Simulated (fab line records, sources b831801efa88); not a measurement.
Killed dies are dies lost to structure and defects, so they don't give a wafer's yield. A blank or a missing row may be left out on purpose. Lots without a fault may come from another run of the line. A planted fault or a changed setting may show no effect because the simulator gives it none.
Which tool did it? | flow gf180mcu | 13 lots, 39 wafers sampled, at 5 steps of a route of 602

WHAT THE GAUGES READ, wafer by wafer
GF_V1_THK_MEAS_01.
lot  | measured     | on            | V1_CVD_00_THK (nm)
L617 | day 16 21:22 | film_metro-01 | 596 597 591
L620 | day 18 07:28 | film_metro-03 | 599 601 607
L621 | day 18 17:14 | film_metro-04 | 602 602 601
L622 | day 19 08:20 | film_metro-03 | 603 601 611
L625 | day 20 18:26 | film_metro-04 | 604 602 596
L626 | day 21 02:08 | film_metro-04 | 609 610 607
L627 | day 21 03:05 | film_metro-04 | 594 593 594
L629 | day 21 15:53 | film_metro-04 | 606 607 605
L634 | day 23 07:29 | film_metro-04 | 605 607 607
L636 | day 24 02:04 | film_metro-04 | 600 595 598
L638 | day 25 02:56 | film_metro-04 | 606 601 601
L639 | day 25 03:07 | film_metro-04 | 605 595 601
L640 | day 25 08:01 | film_metro-03 | 606 607 606

GF_V1_BOW_MEAS_05.
lot  | measured     | on            | V1_BOW (um)
L617 | day 16 21:52 | film_metro-03 | 82 79 88
L620 | day 18 07:58 | film_metro-01 | 86 84 97
L621 | day 18 18:00 | film_metro-01 | 82 77 67
L622 | day 19 08:50 | film_metro-04 | 69 64 93
L625 | day 20 19:08 | film_metro-04 | 89 87 70
L626 | day 21 02:38 | film_metro-03 | 78 80 72
L627 | day 21 03:34 | film_metro-01 | 89 91 79
L629 | day 21 16:24 | film_metro-03 | 83 77 70 - - -
L634 | day 23 07:59 | film_metro-04 | 76 81 75
L636 | day 24 02:33 | film_metro-01 | 81 87 86
L638 | day 25 04:14 | film_metro-04 | 81 74 74
L639 | day 25 04:32 | film_metro-01 | 68 63 72
L640 | day 25 08:31 | film_metro-03 | 77 79 80

WHICH TOOL RAN EACH LOT (tool, then ch and the chambers of the sampled wafers, then the start)
lot  | GF_CONTACT_CVD_02               | GF_CONTACT_CMP_04             | GF_V1_CMP_04
L617 | pecvd-01 ch 1,2, day 14 22:29   | cmp-01 ch 1,2, day 14 22:37   | cmp-02 ch 0,1, day 16 21:34
L620 | pecvd-01 ch 0,1,2, day 16 05:59 | cmp-01 ch 0,3, day 16 06:07   | cmp-01 ch 0,2,3, day 18 07:46
L621 | pecvd-03 ch 0,1, day 16 15:05   | cmp-01 ch 2,3, day 16 15:13   | cmp-02 ch 0,2, day 18 17:44
L622 | pecvd-01 ch 0,1, day 17 06:08   | cmp-01 ch 1,2,3, day 17 06:20 | cmp-01 ch 0,3, day 19 08:31
L625 | pecvd-04 ch 0,1, day 18 14:26   | cmp-01 ch 0,1,2, day 18 14:34 | cmp-02 ch 1,2,3, day 20 18:49
L626 | pecvd-03 ch 0,1, day 18 22:46   | cmp-02 ch 0,2, day 18 22:54   | cmp-01 ch 0,3, day 21 02:19
L627 | pecvd-01 ch 0,1,2, day 19 00:01 | cmp-02 ch 0,1,2, day 19 00:15 | cmp-02 ch 1,2, day 21 03:15
L629 | pecvd-01 ch 0,2, day 19 12:58   | cmp-01 ch 1,2, day 19 13:09   | cmp-02 ch 0,1,2, day 21 16:13
L634 | pecvd-03 ch 0,1, day 21 05:38   | cmp-02 ch 0,1, day 21 05:46   | cmp-01 ch 0,1,2, day 23 07:40
L636 | pecvd-04 ch 0,1,2, day 21 23:49 | cmp-02 ch 0,1,3, day 22 00:02 | cmp-01 ch 1,2, day 24 02:15
L638 | pecvd-01 ch 1,2, day 22 22:20   | cmp-02 ch 0,1,3, day 22 22:28 | cmp-01 ch 2,3, day 25 03:55
L639 | pecvd-03 ch 0,1,2, day 23 03:32 | cmp-02 ch 0,1, day 23 03:43   | cmp-01 ch 1,2,3, day 25 04:16
L640 | pecvd-01 ch 0,2, day 23 08:26   | cmp-02 ch 2,3, day 23 08:34   | cmp-01 ch 0,2,3, day 25 08:20
- GF_CONTACT_CVD_02: deposits SiO2 from TEOS, target thk 860 nm, time 95.992 s.
- GF_CONTACT_CMP_04: polishes SiO2.
- GF_V1_CMP_04: polishes SiO2.

WHAT THE TOOLS THEMSELVES READ (means of the sampled wafers that have a number; where no wafer has one, the mark that the record gives instead)
GF_CONTACT_CVD_02.
lot  | tool     | heater_power_w (W) | rf_fwd_power_W (W)
L617 | pecvd-01 | 676                | 596.9
L620 | pecvd-01 | 626                | 596.1
L621 | pecvd-03 | 717                | 597.3
L622 | pecvd-01 | 629                | 595.9
L625 | pecvd-04 | 552                | 596.5
L626 | pecvd-03 | 713                | 598.6
L627 | pecvd-01 | 614                | 597.6
L629 | pecvd-01 | 614                | 597.3
L634 | pecvd-03 | 680                | 596.8
L636 | pecvd-04 | 576                | 595.8
L638 | pecvd-01 | 651                | 595.5
L639 | pecvd-03 | 731                | 597.5
L640 | pecvd-01 | 609                | 597.2

GF_CONTACT_CMP_04.
lot  | tool   | head_pressure_psi (psi) | motor_current_A (A) | time_to_endpoint_s (s)
L617 | cmp-01 | 4.009                   | 12.2                | 107
L620 | cmp-01 | 4.007                   | 12.1                | 108
L621 | cmp-01 | 3.998                   | 11.6                | 106
L622 | cmp-01 | 3.998                   | 12.0                | 107
L625 | cmp-01 | 3.998                   | 12.6                | 111
L626 | cmp-02 | 3.999                   | 12.9                | 115
L627 | cmp-02 | 4.003                   | 13.1                | 116
L629 | cmp-01 | 3.992                   | 12.3                | 116
L634 | cmp-02 | 4.008                   | 12.9                | 111
L636 | cmp-02 | 4.000                   | 12.7                | 111
L638 | cmp-02 | 3.986                   | 12.7                | 114
L639 | cmp-02 | 3.999                   | 13.1                | 110
L640 | cmp-02 | 3.999                   | 13.4                | 108

GF_V1_CMP_04.
lot  | tool   | head_pressure_psi (psi) | motor_current_A (A) | time_to_endpoint_s (s)
L617 | cmp-02 | 3.996                   | 13.4                | 78
L620 | cmp-01 | 4.000                   | 12.3                | 81
L621 | cmp-02 | 3.995                   | 12.7                | 88
L622 | cmp-01 | 4.005                   | 12.1                | 77
L625 | cmp-02 | 4.009                   | 12.8                | 76
L626 | cmp-01 | 3.997                   | 11.6                | 83
L627 | cmp-02 | 4.000                   | 13.4                | 75
L629 | cmp-02 | 4.005                   | 13.0                | 59
L634 | cmp-01 | 4.005                   | 12.5                | 76
L636 | cmp-01 | 3.994                   | 12.0                | 78
L638 | cmp-01 | 4.008                   | 11.1                | 78
L639 | cmp-01 | 3.996                   | 11.6                | 84
L640 | cmp-01 | 3.995                   | 11.7                | 84

THE ANSWER, worked out from the rows above alone
Rule: what is usual is taken from the lots themselves. Put in order of their means at a reading, lots are off if they are a third of the lots or fewer, leave a main group of 4 or more, and stand apart from it by a gap of 3 or more times the standard deviation of the main group's means; of several such gaps the widest counts. A main group whose means are all the same, to the digits that the tables above print for the reading, isn't used. A lot without any number at a reading at which 4 lots or more have one is off too. The other lots that the step has rows for count as sound. The gauges are gone through in route order, then the tools' own readings, and for those a lot's mean is taken as printed above. The first step at which some lot is off is used, and at that step the reading that is off furthest; a lot without a number counts as furthest.
Off: L629, at GF_V1_CMP_04 (time_to_endpoint_s). The main group: mean 80 s, standard deviation 3.9.
A tool fits if, at that step or a process step before it, it ran every lot that is off, and no sound lot after the first of them. Can't be told from this: 2 tools fit, cmp-01 at GF_CONTACT_CMP_04, cmp-02 at GF_V1_CMP_04.

WHAT THE SIMULATOR HAD PUT IN
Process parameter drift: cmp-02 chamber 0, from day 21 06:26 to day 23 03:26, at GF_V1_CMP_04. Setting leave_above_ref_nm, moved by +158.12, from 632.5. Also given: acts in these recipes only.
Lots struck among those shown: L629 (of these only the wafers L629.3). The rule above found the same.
